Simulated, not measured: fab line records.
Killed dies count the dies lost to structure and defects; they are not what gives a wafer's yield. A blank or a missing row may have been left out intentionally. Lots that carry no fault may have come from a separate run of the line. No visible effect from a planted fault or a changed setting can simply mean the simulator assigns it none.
Which tool did it? -- flow sky130 -- 13 lots with 39 wafers sampled at 2 steps, on a route of 708 steps

WHAT THE GAUGES SHOWED, per wafer
SKY_LI_CONTACT_RS_MEAS_22: measurement is done with a four-point probe.
lot,measured,on,LI_CONTACT_W_RS (ohm/sq)
L204,day 30 18:22,filmMetro-02,0.2820 0.2839 0.2799
L201,day 30 19:24,filmMetro-01,0.2804 0.2804 0.2796
L203,day 30 19:44,filmMetro-01,0.2829 0.2838 0.2864
L205,day 30 20:56,filmMetro-04,0.2854 0.2839 0.2853
L208,day 31 15:00,filmMetro-02,0.2853 0.2856 0.2852
L209,day 32 04:00,filmMetro-02,0.2841 0.2790 0.2824
L211,day 32 15:54,filmMetro-01,0.2849 0.2822 0.2846
L210,day 32 17:09,filmMetro-04,0.2825 0.2836 0.2822
L212,day 32 20:08,filmMetro-01,0.2818 0.2910 0.2842
L214,day 34 20:29,filmMetro-04,0.2870 0.2854 0.2901
L217,day 35 01:58,filmMetro-04,0.2867 0.2835 0.2882
L221,day 36 02:03,filmMetro-01,0.2805 0.2800 0.2801
L222,day 36 14:42,filmMetro-02,0.2856 0.2823 0.2795

SKY_LOCAL_INTERCONNECT_CD_MEAS_11: target cd 170 nm.
lot,measured,on,cdNm (nm)
L204,day 31 23:34,cdSem-02,167.5 168.7 166.8
L201,day 31 23:57,cdSem-01,170.7 171.3 172.1
L203,day 32 00:38,cdSem-01,170.5 169.6 170.0
L205,day 32 01:52,cdSem-02,169.0 168.8 168.2
L208,day 32 19:38,cdSem-02,169.5 171.1 169.1
L209,day 33 08:04,cdSem-02,170.7 171.2 171.7
L211,day 33 19:05,cdSem-01,171.1 171.1 172.3
L210,day 33 20:16,cdSem-01,170.6 170.2 170.3
L212,day 33 22:34,cdSem-01,168.5 170.2 169.7
L214,day 35 23:16,cdSem-01,171.7 173.2 172.1
L217,day 36 03:58,cdSem-01,171.8 170.7 171.9
L221,day 37 04:59,cdSem-01,170.0 169.7 170.0
L222,day 37 17:05,cdSem-01,169.9 169.8 169.2

EACH LOT AND THE TOOL THAT RAN IT (in order: tool; ch and the chambers of the sampled wafers; start)
There is no process step in the record ahead of these readings.

WHAT THE TOOLS THEMSELVES READ (means of the sampled wafers that have a number; where no wafer has one, the mark that the record gives instead)
The record holds no such reading with a usual standard deviation.

THE ANSWER, worked out from the rows above alone
Rule: what is usual is taken from the lots themselves. Put in order of their means at a reading, lots are off if they are a third of the lots or fewer, leave a main group of 4 or more, and stand apart from it by a gap of 3 or more times the standard deviation of the main group's means; of several such gaps the widest counts. A main group whose means are all the same, to the digits that the tables above print for the reading, isn't used. A lot without any number at a reading at which 4 lots or more have one is off too. Where the step has rows for the other lots, those lots are counted as sound. First the gauges in route order, then the tools' own readings, where a lot's mean is used as printed above. The first step at which some lot is off is used, and at that step the reading that is off furthest; a lot without a number counts as furthest.
Nothing can be told from this: no lot is off at any reading shown.

WHAT THE SIMULATOR HAD INSERTED
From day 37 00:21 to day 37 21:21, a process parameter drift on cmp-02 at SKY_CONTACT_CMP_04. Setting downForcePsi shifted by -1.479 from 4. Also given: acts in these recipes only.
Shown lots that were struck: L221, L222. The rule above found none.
